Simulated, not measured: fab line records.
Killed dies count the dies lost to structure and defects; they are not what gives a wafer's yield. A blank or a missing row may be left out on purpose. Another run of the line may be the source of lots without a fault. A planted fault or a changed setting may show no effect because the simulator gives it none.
fab line records	flow sky130
record lots=7	wafers=21	last_day=49
route steps=708 shown PWDE@53 NWELL@56 PAD_OPEN@708
lots untouched by any fault: they come from a run of this same line in which no faults occurred
start_h: hours from the record's opening day to when the first of the lot's shown wafers began	wait_h: hours since the lot's step before	" the same as in the row above	L1.1+2: several wafers, shown together as one row	- no value, or no start given	* or withheld: withheld	< > ~ a bound
route shown NAME@n: a module of which the file shows steps, and the number in the route of the first	usual: mean/standard deviation of fault-free wafers	same: alike in all rows	chamber/n: place in a boat	sites: readings site by site	_std_site: standard deviation of those values	_edge_site: outer sites' mean less inner sites'	radius_mm: how far each site lies from the wafer's centre	mask NAME#n: copy n	behind: the tool/chamber that last shaped the wafer	hold: reason for holding the lot/hours on hold/outcome of the hold	device: names the non-switching transistor (n, p or np)	end of line: the tests these same wafers got at the end of their route	where a step has no rows: the recipe by itself	killed: dies lost to structure and defects at the first sort, not the wafer's yield	map: a wafer's dies, marking killed ones x, the rest . and places with no die _
set.NAME: the setting the step ran with; set.NAME@STEP: the setting that earlier step ran with	model.NAME: the simulator's own value behind a step, which no gauge read
a table for each step, a row for each wafer; lots at some steps of the route
services: when a tool's chamber went out of use (start_h, in hours from the record's first day, below 0 if earlier), for how many hours, and the reason
## steps
# step SKY_PWDE_IMPLANT_08
# recipe species=B	energy_kev=150	dose_cm2=3.6e+12	tilt_deg=withheld
# step SKY_PWDE_STRIP_09
# recipe chemistry=O2/N2	power_w=1400	pressure_mtorr=1500	platen_temp_c=withheld	o2_flow_sccm=3000	n2_flow_sccm=300	overash_fraction=0.5
# usual chamber_pressure_mTorr=1499.9/1.4	drypump_motor_current_A=5.8/0.57	oes_product_au=0.723/0.0044	strip_time_to_endpoint_s=36.89/0.11
lot.wafer	tool	chamber	start_h	wait_h	chamber_pressure_mTorr	drypump_motor_current_A	oes_product_au	rf_hours_counter_h	strip_time_to_endpoint_s
L879.1	plasma_asher-01	1	71.31	0.1	1500.0	5.7	0.722	40	36.98
L879.3	"	0	"	"	1497.7	5.9	0.721	-	36.95
L879.4	"	1	"	"	1500.7	5.7	0.728	-	36.93
L888.2	plasma_asher-01	1	118.31	0.1	1500.1	5.7	0.722	45	36.71
L888.4	"	1	"	"	1500.1	5.7	0.718	-	36.83
L888.5	"	1	"	"	1501.4	5.7	0.714	-	36.73
L889.1	plasma_asher-02	0	121.66	0.1	1499.8	6.5	0.722	0	37.01
L889.2	"	1	"	"	1500.4	4.9	0.724	0	37.01
L889.3	"	0	"	"	1501.9	6.5	0.721	-	36.99
L891.1	plasma_asher-03	0	139.31	0.1	1499.8	6.1	0.726	34	36.79
L891.2	"	1	"	"	1498.2	6.3	0.721	34	36.81
L891.4	"	0	"	"	1500.2	6.1	0.714	-	36.78
L892.2	plasma_asher-01	0	147.69	0.1	1500.5	5.9	0.730	48	37.09
L892.3	"	0	"	"	1498.9	5.9	0.714	-	37.06
L892.4	"	1	"	"	1498.5	5.7	0.724	-	37.09
L893.2	plasma_asher-01	0	152.70	0.1	1500.4	5.9	0.730	48	36.81
L893.5	"	1	"	"	1499.8	5.7	0.718	-	36.88
L893.6	"	0	"	"	1499.4	5.9	0.726	-	36.83
L894.1	plasma_asher-01	0	156.60	0.1	1499.4	5.9	0.725	49	36.85
L894.5	"	1	"	"	1499.5	5.7	0.717	-	36.88
L894.6	"	0	"	"	1497.9	5.9	0.724	-	36.90
# step SKY_PWDE_TW_MEAS_10
# usual PWDE_TW=376/3.3
lot.wafer	tool	chamber	start_h	wait_h	PWDE_TW
L879.1	film_metro-04	-	71.41	0.1	375
L879.3	"	-	"	"	374
L879.4	"	-	"	"	370
L888.2	film_metro-04	-	118.42	0.1	374
L888.4	"	-	"	"	374
L888.5	"	-	"	"	375
L889.1	film_metro-03	-	121.76	0.1	375
L889.2	"	-	"	"	374
L889.3	"	-	"	"	375
L891.1	film_metro-04	-	139.41	0.1	371
L891.2	"	-	"	"	374
L891.4	"	-	"	"	372
L892.2	film_metro-04	-	147.80	0.1	374
L892.3	"	-	"	"	376
L892.4	"	-	"	"	373
L893.2	film_metro-02	-	152.81	0.1	384
L893.5	"	-	"	"	382
L893.6	"	-	"	"	383
L894.1	film_metro-04	-	156.70	0.1	374
L894.5	"	-	"	"	372
L894.6	"	-	"	"	372
# step SKY_NWELL_DEHYDRATE_03
# recipe temp_c=200	time_s=60
# step SKY_NWELL_HMDS_04
# recipe prime_time_s=60	prime_temp_c=120
# step SKY_NWELL_COAT_05
# recipe spin_rpm=2000	resist_thk_nm=3000
# step SKY_NWELL_SOFTBAKE_06
# recipe temp_c=110	time_s=withheld
# step SKY_NWELL_EXPOSE_07
# recipe mask_id=NWM	na=0.6	source_shape=conventional	sigma_outer=0.6	polarization=unpolarized	target_cd_nm=840	dose_mj=255
# step SKY_NWELL_PEB_08
# recipe temp_c=115	time_s=withheld
# step SKY_NWELL_DEVELOP_09
# recipe wall_angle_deg=90	developer=TMAH	develop_time_s=60	dev_temp_c=23
# step SKY_NWELL_OVL_MEAS_10
# usual NWELL_00_OVL=0.3/1.2
lot.wafer	tool	chamber	start_h	wait_h	NWELL_00_OVL[nm]
L879.1	overlay-01	-	87.56	-	-0.4
L879.3	"	-	"	"	-0.4
L879.4	"	-	"	"	-0.7
L888.2	overlay-02	-	136.50	-	-0.5
L888.4	"	-	"	"	1.2
L888.5	"	-	"	"	-1.0
L889.1	overlay-02	-	140.12	-	-0.7
L889.2	"	-	"	"	0.2
L889.3	"	-	"	"	1.0
L891.1	overlay-01	-	158.41	-	-1.2
L891.2	"	-	"	"	1.2
L891.4	"	-	"	"	1.1
L892.2	overlay-02	-	167.46	-	0.6
L892.3	"	-	"	"	-1.9
L892.4	"	-	"	"	2.0
L893.2	overlay-01	-	172.70	-	1.5
L893.5	"	-	"	"	-0.3
L893.6	"	-	"	"	0.8
L894.1	overlay-01	-	177.34	-	1.5
L894.5	"	-	"	"	1.2
L894.6	"	-	"	"	0.5
# step SKY_NWELL_IMPLANT_11
# recipe species=P	energy_kev=400	dose_cm2=1.9e+13	tilt_deg=withheld
# step SKY_NWELL_IMPLANT_12
# recipe species=P	energy_kev=120	dose_cm2=1.3e+12	tilt_deg=withheld
# usual dose_ions_cm2=1.3001e+12/1.6e+09	faraday_current_uA=7.33/0.14
lot.wafer	tool	chamber	start_h	wait_h	dose_ions_cm2	faraday_current_uA
L879.1	implanter-02	0	87.74	0.1	1.3009e+12	7.43
L879.3	"	0	"	"	1.3027e+12	7.53
L879.4	"	0	"	"	1.3033e+12	7.31
L888.2	implanter-02	0	136.70	0.1	1.2997e+12	7.24
L888.4	"	0	"	"	1.2989e+12	7.45
L888.5	"	0	"	"	1.2997e+12	7.13
L889.1	implanter-02	0	140.31	0.1	1.991e+12	11.34
L889.2	"	0	"	"	1.9911e+12	11.44
L889.3	"	0	"	"	1.9918e+12	10.86
L891.1	implanter-02	0	158.59	0.1	1.9939e+12	10.63
L891.2	"	0	"	"	1.9917e+12	11.22
L891.4	"	0	"	"	1.9924e+12	11.70
L892.2	implanter-02	0	167.66	0.1	1.9921e+12	11.56
L892.3	"	0	"	"	1.9892e+12	11.21
L892.4	"	0	"	"	1.9916e+12	11.22
L893.2	implanter-04	0	172.90	0.1	1.2999e+12	7.23
L893.5	"	0	"	"	1.299e+12	7.17
L893.6	"	0	"	"	1.3003e+12	7.50
L894.1	implanter-04	0	177.53	0.1	1.2983e+12	7.63
L894.5	"	0	"	"	1.3e+12	7.52
L894.6	"	0	"	"	1.2977e+12	7.42
# step SKY_NWELL_IMPLANT_13
# recipe species=P	energy_kev=50	dose_cm2=7e+11	tilt_deg=withheld
# step SKY_NWELL_STRIP_14
# recipe chemistry=O2/N2	power_w=1400	pressure_mtorr=1500	platen_temp_c=withheld	o2_flow_sccm=3000	n2_flow_sccm=300	overash_fraction=0.5
# usual chamber_pressure_mTorr=1500.2/1.3	drypump_motor_current_A=6.0/0.62	oes_product_au=0.722/0.0044	strip_time_to_endpoint_s=36.89/0.089
lot.wafer	tool	chamber	start_h	wait_h	chamber_pressure_mTorr	drypump_motor_current_A	oes_product_au	rf_hours_counter_h	strip_time_to_endpoint_s
L879.1	plasma_asher-03	1	88.04	0.1	1500.4	6.3	0.723	28	36.98
L879.3	"	1	"	"	1499.7	6.3	0.715	-	36.98
L879.4	"	0	"	"	1502.2	6.1	0.732	-	36.94
L888.2	plasma_asher-04	0	136.98	0.1	1499.8	6.4	0.724	42	36.95
L888.4	"	1	"	"	1500.0	6.4	0.719	-	36.91
L888.5	"	0	"	"	1500.3	6.5	0.718	-	36.85
L889.1	plasma_asher-03	0	140.61	0.1	1501.4	6.1	0.719	34	36.94
L889.2	"	1	"	"	1500.5	6.3	0.730	34	36.94
L889.3	"	0	"	"	1498.4	6.1	0.720	-	36.88
L891.1	plasma_asher-03	1	158.89	0.1	1501.5	6.3	0.717	36	36.90
L891.2	"	0	"	"	1500.3	6.1	0.722	36	36.95
L891.4	"	0	"	"	1501.9	6.0	0.720	-	36.95
L892.2	plasma_asher-03	0	167.94	0.1	1500.1	6.1	0.726	37	36.95
L892.3	"	0	"	"	1499.5	6.1	0.711	-	37.00
L892.4	"	1	"	"	1500.9	6.3	0.716	-	36.87
L893.2	plasma_asher-02	1	173.18	0.1	1500.2	4.9	0.718	5	36.98
L893.5	"	1	"	"	1500.6	4.9	0.722	-	36.95
L893.6	"	0	"	"	1499.0	6.5	0.732	-	36.87
L894.1	plasma_asher-02	0	177.83	0.1	1498.8	6.5	0.719	5	36.96
L894.5	"	1	"	"	1498.2	4.9	0.719	-	36.69
L894.6	"	0	"	"	1500.0	6.5	0.717	-	36.68
# step SKY_NWELL_TW_MEAS_15
# usual NWELL_TW=1826/14
lot.wafer	tool	chamber	start_h	wait_h	NWELL_TW
L879.1	film_metro-02	-	88.14	0.1	1853
L879.3	"	-	"	"	1841
L879.4	"	-	"	"	1857
L888.2	film_metro-04	-	137.10	0.1	1815
L888.4	"	-	"	"	1810
L888.5	"	-	"	"	1818
L889.1	film_metro-03	-	140.71	0.1	1831
L889.2	"	-	"	"	1830
L889.3	"	-	"	"	1818
L891.1	film_metro-04	-	158.99	0.1	1837
L891.2	"	-	"	"	1827
L891.4	"	-	"	"	1828
L892.2	film_metro-04	-	168.05	0.1	1830
L892.3	"	-	"	"	1823
L892.4	"	-	"	"	1822
L893.2	film_metro-03	-	173.29	0.1	1824
L893.5	"	-	"	"	1816
L893.6	"	-	"	"	1817
L894.1	film_metro-04	-	177.93	0.1	1819
L894.5	"	-	"	"	1817
L894.6	"	-	"	"	1805
# step SKY_NWELL_DEHYDRATE_16
# recipe temp_c=200	time_s=60
# step SKY_NWELL_HMDS_17
# recipe prime_time_s=60	prime_temp_c=120
# step SKY_NWELL_COAT_18
# recipe spin_rpm=2000	resist_thk_nm=3000
# step SKY_NWELL_SOFTBAKE_19
# recipe temp_c=110	time_s=withheld
# step SKY_NWELL_EXPOSE_20
# recipe mask_id=NWM_COMPLEMENT	na=0.6	source_shape=conventional	sigma_outer=0.6	polarization=unpolarized	target_cd_nm=840	dose_mj=260
# step SKY_NWELL_PEB_21
# recipe temp_c=115	time_s=withheld
# step SKY_NWELL_DEVELOP_22
# recipe wall_angle_deg=90	developer=TMAH	develop_time_s=60	dev_temp_c=23
# step SKY_NWELL_OVL_MEAS_23
# usual NWELL_01_OVL=-1.4/1.2
lot.wafer	tool	chamber	start_h	wait_h	NWELL_01_OVL[nm]
L879.1	overlay-02	-	105.34	-	-1.9
L879.3	"	-	"	"	-1.8
L879.4	"	-	"	"	-2.7
L888.2	overlay-02	-	155.88	-	-1.2
L888.4	"	-	"	"	-2.1
L888.5	"	-	"	"	-3.4
L889.1	overlay-02	-	159.97	-	-2.8
L889.2	"	-	"	"	-3.1
L889.3	"	-	"	"	-3.1
L891.1	overlay-02	-	179.77	-	-0.3
L891.2	"	-	"	"	-1.9
L891.4	"	-	"	"	-2.5
L892.2	overlay-02	-	188.53	-	-2.4
L892.3	"	-	"	"	1.2
L892.4	"	-	"	"	-1.9
L893.2	overlay-02	-	194.36	-	-1.4
L893.5	"	-	"	"	-1.3
L893.6	"	-	"	"	-1.4
L894.1	overlay-01	-	198.49	-	-1.6
L894.5	"	-	"	"	0.3
L894.6	"	-	"	"	-1.5
# step SKY_NWELL_IMPLANT_24
# recipe species=B	energy_kev=140	dose_cm2=9.2e+12	tilt_deg=withheld
# step SKY_NWELL_STRIP_25
# recipe chemistry=O2/N2	power_w=1400	pressure_mtorr=1500	platen_temp_c=withheld	o2_flow_sccm=3000	n2_flow_sccm=300	overash_fraction=0.5
# usual chamber_pressure_mTorr=1499.9/1.2	drypump_motor_current_A=6.1/0.58	oes_product_au=0.722/0.0046	strip_time_to_endpoint_s=36.91/0.12
lot.wafer	tool	chamber	start_h	wait_h	chamber_pressure_mTorr	drypump_motor_current_A	oes_product_au	rf_hours_counter_h	strip_time_to_endpoint_s
L879.1	plasma_asher-02	1	105.53	0.1	1499.6	4.9	0.723	42	36.93
L879.3	"	1	"	"	1499.9	4.9	0.722	-	36.92
L879.4	"	0	"	"	1501.0	6.6	0.732	-	36.95
L888.2	plasma_asher-02	1	156.06	0.1	1500.5	4.9	0.720	3	36.84
L888.4	"	0	"	"	1499.0	6.5	0.711	-	36.86
L888.5	"	1	"	"	1500.2	4.9	0.731	-	36.69
L889.1	plasma_asher-04	0	160.16	0.1	1499.6	6.4	0.724	44	36.94
L889.2	"	1	"	"	1502.6	6.4	0.717	44	36.94
L889.3	"	0	"	"	1499.8	6.4	0.724	-	36.98
L891.1	plasma_asher-04	1	179.96	0.1	1499.9	6.4	0.713	46	36.75
L891.2	"	0	"	"	1499.0	6.5	0.723	46	36.78
L891.4	"	1	"	"	1500.9	6.4	0.721	-	36.78
L892.2	plasma_asher-03	0	188.71	0.1	1498.6	6.1	0.722	39	36.91
L892.3	"	1	"	"	1500.4	6.3	0.717	-	36.89
L892.4	"	0	"	"	1498.8	6.1	0.719	-	36.67
L893.2	plasma_asher-03	0	194.54	0.1	1499.6	6.1	0.733	40	36.96
L893.5	"	1	"	"	1499.2	6.3	0.724	-	37.00
L893.6	"	0	"	"	1501.4	6.1	0.721	-	36.86
L894.1	plasma_asher-02	1	198.68	0.1	1498.9	4.9	0.724	7	37.09
L894.5	"	1	"	"	1498.6	4.9	0.722	-	37.14
L894.6	"	0	"	"	1500.4	6.6	0.720	-	37.11
# step SKY_NWELL_TW_MEAS_26
# usual NWELL_2_TW=499/4.8
lot.wafer	tool	chamber	start_h	wait_h	NWELL_2_TW
L879.1	film_metro-02	-	105.63	0.1	509
L879.3	"	-	"	"	506
L879.4	"	-	"	"	506
L888.2	film_metro-04	-	156.17	0.1	495
L888.4	"	-	"	"	497
L888.5	"	-	"	"	497
L889.1	film_metro-04	-	160.26	0.1	497
L889.2	"	-	"	"	498
L889.3	"	-	"	"	497
L891.1	film_metro-03	-	180.06	0.1	495
L891.2	"	-	"	"	495
L891.4	"	-	"	"	497
L892.2	film_metro-02	-	188.82	0.1	504
L892.3	"	-	"	"	505
L892.4	"	-	"	"	505
L893.2	film_metro-02	-	194.65	0.1	502
L893.5	"	-	"	"	505
L893.6	"	-	"	"	502
L894.1	film_metro-04	-	198.78	0.1	499
L894.5	"	-	"	"	495
L894.6	"	-	"	"	498
# step SKY_NWELL_CLEAN_27
# recipe chemistry=SC1/SC2	mix=1:4:20	temp_c=70	time_s=150	dry=n2_spin
# step SKY_NWELL_RTA_28
# recipe temp_c=1050	time_s=30	idle_temp_c=650	ramp_up_c_per_s=150	ramp_down_c_per_s=90	ambient=N2
# usual chamber_o2_ppm=2.003/0.021	lamp_power_pct=25.30/0.053	wafer_temp_C_max=1054.9/0.96
lot.wafer	tool	chamber	start_h	wait_h	chamber_o2_ppm	lamp_power_pct	wafer_temp_C_max
L879.1	rtp_anneal-02	0	105.74	0.0	2.017	25.32	1055.5
L879.3	"	0	"	"	2.026	25.27	1054.9
L879.4	"	0	"	"	1.991	25.31	1054.2
L888.2	rtp_anneal-02	0	156.29	0.0	2.015	25.33	1054.6
L888.4	"	0	"	"	1.996	25.32	1056.3
L888.5	"	0	"	"	2.001	25.44	1054.2
L889.1	rtp_anneal-01	0	160.37	0.0	2.039	25.33	1053.8
L889.2	"	0	"	"	2.023	25.37	1055.5
L889.3	"	0	"	"	2.013	25.30	1054.1
L891.1	rtp_anneal-01	0	180.17	0.0	1.971	25.31	1052.8
L891.2	"	0	"	"	2.016	25.18	1053.4
L891.4	"	0	"	"	1.971	25.28	1056.2
L892.2	rtp_anneal-02	0	188.94	0.0	2.016	25.31	1056.2
L892.3	"	0	"	"	1.978	25.25	1055.0
L892.4	"	0	"	"	1.979	25.35	1055.1
L893.2	rtp_anneal-01	0	194.77	0.0	1.976	25.23	1056.2
L893.5	"	0	"	"	1.993	25.31	1053.2
L893.6	"	0	"	"	2.000	25.26	1053.8
L894.1	rtp_anneal-02	0	198.89	0.0	2.014	25.29	1054.8
L894.5	"	0	"	"	1.994	25.33	1055.5
L894.6	"	0	"	"	2.005	25.30	1053.6
# step SKY_NWELL_RS_MEAS_29
# recipe thk_meas_gauge=four-point-probe
# usual NWELL_RS=624.6/1.5
lot.wafer	tool	chamber	start_h	wait_h	NWELL_RS[ohm/sq]
L879.1	film_metro-02	-	105.84	0.1	626.0
L879.3	"	-	"	"	624.2
L879.4	"	-	"	"	623.9
L888.2	film_metro-02	-	156.39	0.1	622.9
L888.4	"	-	"	"	623.3
L888.5	"	-	"	"	624.3
L889.1	film_metro-02	-	160.47	0.1	607.7
L889.2	"	-	"	"	607.7
L889.3	"	-	"	"	608.4
L891.1	film_metro-02	-	180.27	0.1	607.4
L891.2	"	-	"	"	607.8
L891.4	"	-	"	"	607.3
L892.2	film_metro-04	-	189.04	0.1	604.8
L892.3	"	-	"	"	606.1
L892.4	"	-	"	"	605.6
L893.2	film_metro-03	-	194.87	0.1	625.8
L893.5	"	-	"	"	627.7
L893.6	"	-	"	"	624.5
L894.1	film_metro-02	-	198.99	0.1	621.3
L894.5	"	-	"	"	623.8
L894.6	"	-	"	"	623.3
# step SKY_PAD_OPEN_PROBE_99
# usual killed_at_M0_to_M3=43/7.6	killed_at_M4_up=2.9/1.7	killed_at_contacts=24/5.5	killed_at_front_end=15/4.2	killed_at_other=0.3/0.52	killed_dies=86/9.4	killed_open=47/7	killed_short=39/6.4
# same gross_dies=492	killed_at_back_side=0
lot.wafer	tool	chamber	start_h	wait_h	killed_at_M0_to_M3	killed_at_M4_up	killed_at_contacts	killed_at_front_end	killed_at_other	killed_dies	killed_open	killed_short	model.etest.pfet_g5v0d10v5.r_on_ohm_um	model.etest.tip_p.rs_ohm_sq	model.etest.tip_p_5v.rs_ohm_sq	model.etest.pfet_g5v0d10v5.drive_ua_um	model.etest.pfet_01v8_lvt.drive_ua_um	model.etest.pfet_16v.drive_ua_um	model.etest.pfet_01v8_lvt.off_log10_a_um	model.etest.ring_5v.delay_ps
L879.1	prober-01	-	1076.27	0.1	26	3	28	17	0	74	37	35	4827	7135	2910	332.6	168.8	238.3	-9.225	45.65
L879.3	prober-01	-	1076.37	0.2	51	2	31	13	0	97	51	46	4770	7176	2909	339.8	171.5	237.4	-9.149	44.6
L879.4	prober-01	-	1076.42	0.2	44	3	20	9	0	76	42	34	4794	7226	2912	335	167.7	238.8	-9.197	45.17
L888.2	prober-01	-	1130.69	0.1	50	2	19	10	0	81	40	41	4764	6781	2847	337.9	175.7	245.4	-8.859	45.2
L888.4	prober-01	-	1130.79	0.2	43	7	25	18	1	94	41	52	4688	6873	2844	346.4	178.5	248.1	-8.523	44.19
L888.5	prober-01	-	1130.84	0.2	30	4	37	16	0	87	51	36	4710	6786	2834	344.9	179.2	246.3	-8.798	44.41
L889.1	prober-02	-	1137.20	0.1	50	6	16	6	1	79	43	36	4995	7113	2938	319.9	159.7	231.9	-10.46	45.76
L889.2	prober-02	-	1137.25	0.1	45	4	24	15	0	88	38	48	4942	7074	2966	321.5	159.7	233.4	-10.35	46.02
L889.3	prober-02	-	1137.30	0.2	42	2	26	14	0	84	41	43	4856	7065	2942	329.5	160.3	239.8	-10.38	45.42
L891.1	prober-02	-	1151.93	0.1	31	6	19	15	0	71	31	36	4932	7162	2966	324.7	162.9	231.3	-10.36	45.38
L891.2	prober-02	-	1151.98	0.1	32	3	25	19	0	79	43	35	5044	7138	2966	318	162.6	231.4	-10.3	45.7
L891.4	prober-02	-	1152.08	0.2	38	2	29	14	0	83	46	35	5007	7096	2972	318.5	162.7	233.2	-10.48	45.68
L892.2	prober-01	-	1158.88	0.1	29	3	35	15	0	82	39	43	4976	7056	2947	321.9	160.7	235.2	-10.17	45.77
L892.3	prober-01	-	1158.93	0.2	35	5	26	12	0	78	43	35	4995	7105	2992	313.6	158.2	231.2	-10.56	46.21
L892.4	prober-01	-	1158.98	0.2	41	4	24	16	0	85	49	36	4947	7054	2961	321.9	162.5	237.4	-10.04	45.53
L893.2	prober-02	-	1163.70	0.1	33	2	20	13	0	68	43	25	4817	6964	2825	337.4	174.9	247	-8.597	44.59
L893.5	prober-02	-	1163.85	0.2	50	6	19	10	0	85	57	28	4758	6883	2841	341.8	174.2	244.1	-8.685	44.41
L893.6	prober-02	-	1163.90	0.2	43	5	26	15	0	89	55	34	4732	6926	2846	346	172.7	245.6	-8.71	44.67
L894.1	prober-01	-	1169.41	0.1	47	1	22	18	0	88	54	34	4784	6809	2859	339.3	172.4	246.9	-8.849	45.49
L894.5	prober-01	-	1169.61	0.2	46	3	17	15	1	82	47	35	4734	6810	2866	341.6	175.7	248.9	-8.638	44.81
L894.6	prober-01	-	1169.66	0.2	42	1	14	14	0	71	34	37	4735	6830	2849	339.5	174.3	246	-8.801	45.27
# killed by level:class
L879.1 LI_CONTACT:geometric_particle:open=9 CONTACT:geometric_particle:open=9 VIA3:geometric_particle:short=6 FIELD_ISO:geometric_particle:open=5 METAL1:geometric_particle:short=5 LOCAL_INTERCONNECT:geometric_particle:short=4 FIELD_ISO:geometric_particle:short=3 POLY_GATE:geometric_particle:short=3
L879.3 VIA1:geometric_particle:open=14 LOCAL_INTERCONNECT:geometric_particle:short=8 CONTACT:geometric_particle:open=8 METAL1:geometric_particle:short=8 LI_CONTACT:geometric_particle:open=7 VIA3:geometric_particle:open=6 VIA2:geometric_particle:open=5 CONTACT:geometric_particle:short=5
L879.4 VIA1:geometric_particle:open=9 CONTACT:geometric_particle:open=7 VIA1:geometric_particle:short=7 VIA3:geometric_particle:open=6 METAL2:geometric_particle:short=6 FIELD_ISO:geometric_particle:open=5 LI_CONTACT:geometric_particle:open=4 CONTACT:geometric_particle:short=4
L888.2 METAL1:geometric_particle:short=11 VIA1:geometric_particle:open=11 VIA3:geometric_particle:open=9 LOCAL_INTERCONNECT:geometric_particle:short=7 CONTACT:geometric_particle:open=6 METAL2:geometric_particle:short=5 VIA2:geometric_particle:open=5 LI_CONTACT:geometric_particle:open=4
L888.4 VIA1:geometric_particle:open=9 METAL1:geometric_particle:short=8 CONTACT:geometric_particle:short=7 VIA2:geometric_particle:open=7 FIELD_ISO:geometric_particle:short=6 LOCAL_INTERCONNECT:geometric_particle:short=6 CONTACT:geometric_particle:open=6 METAL2:geometric_particle:short=6
L888.5 CONTACT:geometric_particle:open=22 POLY_GATE:geometric_particle:short=7 VIA2:geometric_particle:open=6 LI_CONTACT:geometric_particle:open=5 LOCAL_INTERCONNECT:geometric_particle:short=4 CONTACT:geometric_particle:short=4 METAL2:geometric_particle:short=4 VIA3:geometric_particle:open=4
L889.1 VIA1:geometric_particle:open=11 VIA3:geometric_particle:open=8 CONTACT:geometric_particle:open=7 METAL2:geometric_particle:short=7 VIA2:geometric_particle:open=6 METAL4:geometric_particle:short=5 LI_CONTACT:geometric_particle:open=4 METAL1:geometric_particle:short=4
L889.2 VIA1:geometric_particle:open=13 CONTACT:geometric_particle:open=10 POLY_GATE:geometric_particle:short=7 METAL1:geometric_particle:short=6 METAL2:geometric_particle:short=6 FIELD_ISO:geometric_particle:short=5 CONTACT:geometric_particle:short=5 LOCAL_INTERCONNECT:geometric_particle:short=4
L889.3 CONTACT:geometric_particle:open=10 METAL1:geometric_particle:short=8 LI_CONTACT:geometric_particle:open=7 VIA1:geometric_particle:short=7 CONTACT:geometric_particle:short=6 VIA3:geometric_particle:open=5 FIELD_ISO:geometric_particle:open=4 VIA1:geometric_particle:open=4
L891.1 VIA1:geometric_particle:open=8 CONTACT:geometric_particle:open=7 CONTACT:geometric_particle:short=6 FIELD_ISO:geometric_particle:short=5 POLY_GATE:geometric_particle:short=5 VIA1:geometric_particle:short=4 VIA4:coat_microbubble_printed=4 FIELD_ISO:geometric_particle:open=3
L891.2 CONTACT:geometric_particle:open=10 LI_CONTACT:geometric_particle:open=7 POLY_GATE:geometric_particle:open=6 VIA3:geometric_particle:open=5 LI_CONTACT:geometric_particle:short=4 VIA1:geometric_particle:open=4 VIA3:geometric_particle:short=4 METAL2:geometric_particle:short=4
L891.4 CONTACT:geometric_particle:open=15 VIA1:geometric_particle:open=9 VIA3:geometric_particle:open=6 LI_CONTACT:geometric_particle:open=5 VIA1:geometric_particle:short=5 FIELD_ISO:geometric_particle:open=4 FIELD_ISO:geometric_particle:short=4 LOCAL_INTERCONNECT:geometric_particle:short=4
L892.2 CONTACT:geometric_particle:open=13 CONTACT:geometric_particle:short=7 LI_CONTACT:geometric_particle:open=6 FIELD_ISO:geometric_particle:short=5 VIA1:geometric_particle:short=5 VIA3:geometric_particle:short=5 LOCAL_INTERCONNECT:geometric_particle:short=4 FIELD_ISO:geometric_particle:open=4
L892.3 VIA1:geometric_particle:open=9 LI_CONTACT:geometric_particle:open=7 CONTACT:geometric_particle:open=6 VIA3:geometric_particle:open=5 CONTACT:geometric_particle:short=5 METAL1:geometric_particle:short=5 METAL4:geometric_particle:short=5 SPACER:geometric_particle:open=4
L892.4 VIA1:geometric_particle:open=11 VIA2:geometric_particle:open=8 CONTACT:geometric_particle:open=7 CONTACT:geometric_particle:short=6 LI_CONTACT:geometric_particle:open=5 FIELD_ISO:geometric_particle:short=4 VIA1:geometric_particle:short=4 LOCAL_INTERCONNECT:geometric_particle:short=4
L893.2 LI_CONTACT:geometric_particle:open=8 VIA1:geometric_particle:open=8 CONTACT:geometric_particle:open=7 METAL1:geometric_particle:short=7 VIA3:geometric_particle:open=6 FIELD_ISO:geometric_particle:open=3 METAL2:geometric_particle:open=3 FIELD_ISO:geometric_particle:short=2
L893.5 VIA2:geometric_particle:open=11 VIA1:geometric_particle:open=11 VIA3:geometric_particle:open=10 CONTACT:geometric_particle:open=8 POLY_GATE:geometric_particle:open=7 METAL1:geometric_particle:open=4 VIA1:geometric_particle:short=4 LI_CONTACT:geometric_particle:open=3
L893.6 CONTACT:geometric_particle:open=11 VIA1:geometric_particle:open=10 LI_CONTACT:geometric_particle:open=9 VIA3:geometric_particle:open=6 METAL2:geometric_particle:short=6 VIA2:geometric_particle:open=6 POLY_GATE:geometric_particle:open=4 CONTACT:geometric_particle:short=4
L894.1 CONTACT:geometric_particle:open=9 VIA1:geometric_particle:open=9 VIA2:geometric_particle:open=8 METAL1:geometric_particle:short=8 VIA3:geometric_particle:open=7 LI_CONTACT:geometric_particle:open=6 FIELD_ISO:geometric_particle:open=5 FIELD_ISO:geometric_particle:short=5
L894.5 VIA1:geometric_particle:open=10 METAL1:geometric_particle:short=9 VIA2:geometric_particle:open=7 CONTACT:geometric_particle:open=6 VIA3:geometric_particle:open=6 METAL2:geometric_particle:short=5 FIELD_ISO:geometric_particle:open=4 LOCAL_INTERCONNECT:geometric_particle:short=4
L894.6 VIA2:geometric_particle:open=10 FIELD_ISO:geometric_particle:short=5 METAL1:geometric_particle:short=5 VIA1:geometric_particle:open=5 VIA2:geometric_particle:short=5 VIA3:geometric_particle:open=5 CONTACT:geometric_particle:open=4 METAL2:geometric_particle:short=4
## services
tool	chamber	start_h	hours	kind
plasma_asher-01	-	47.77	4.6	repair
implanter-02	-	56.71	1.7	repair
implanter-04	-	60.74	1.7	repair
implanter-02	-	76.67	2.6	repair
plasma_asher-04	-	93.58	14.6	pm
plasma_asher-01	-	95.47	3.2	repair
plasma_asher-02	-	108.75	9.0	pm
plasma_asher-02	0	108.75	9.0	vent_cycle
plasma_asher-02	1	108.75	9.0	vent_cycle
plasma_asher-02	0	117.75	-	clean
plasma_asher-02	1	117.75	-	clean
implanter-04	-	136.95	4.9	repair
plasma_asher-02	-	146.40	5.3	repair
implanter-02	-	147.09	3.7	repair
## key
first_sign step=SKY_NWELL_IMPLANT_12	reading=dose_ions_cm2	direction=up	sigmas=99+	usual=*	struck=*
effect step=SKY_NWELL_IMPLANT_12	reading=faraday_current_uA	direction=up	sigmas=28	usual=7.33	struck=11.24
effect step=SKY_NWELL_RS_MEAS_29	reading=NWELL_RS	direction=down	sigmas=12	usual=624.6	struck=607.0
model_effect step=SKY_PAD_OPEN_PROBE_99	value=etest.pfet_g5v0d10v5.r_on_ohm_um	without=4722	struck=4966
met_at SKY_NWELL_IMPLANT_12
struck_wafers L889.1,L889.2,L889.3,L891.1,L891.2,L891.4,L892.2,L892.3,L892.4
tester_left_out L889,L891,L892
onset_between 136.70 140.31
fault kind=process_parameter_drift	tool=implanter-02	chamber=-	onset_h=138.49	steps=SKY_NWELL_IMPLANT_12	channel=dose_cm2	offset=*	shape=step	end_h=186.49	acts_in=*	stated=*
# tester_left_out: of these lots the tester's yield and bins aren't shown, on N5 and GAA mostly nor the transistor test; their killed dies are dies lost to structure and defects alone, not to doping, threshold or leakage, so they don't give the yield
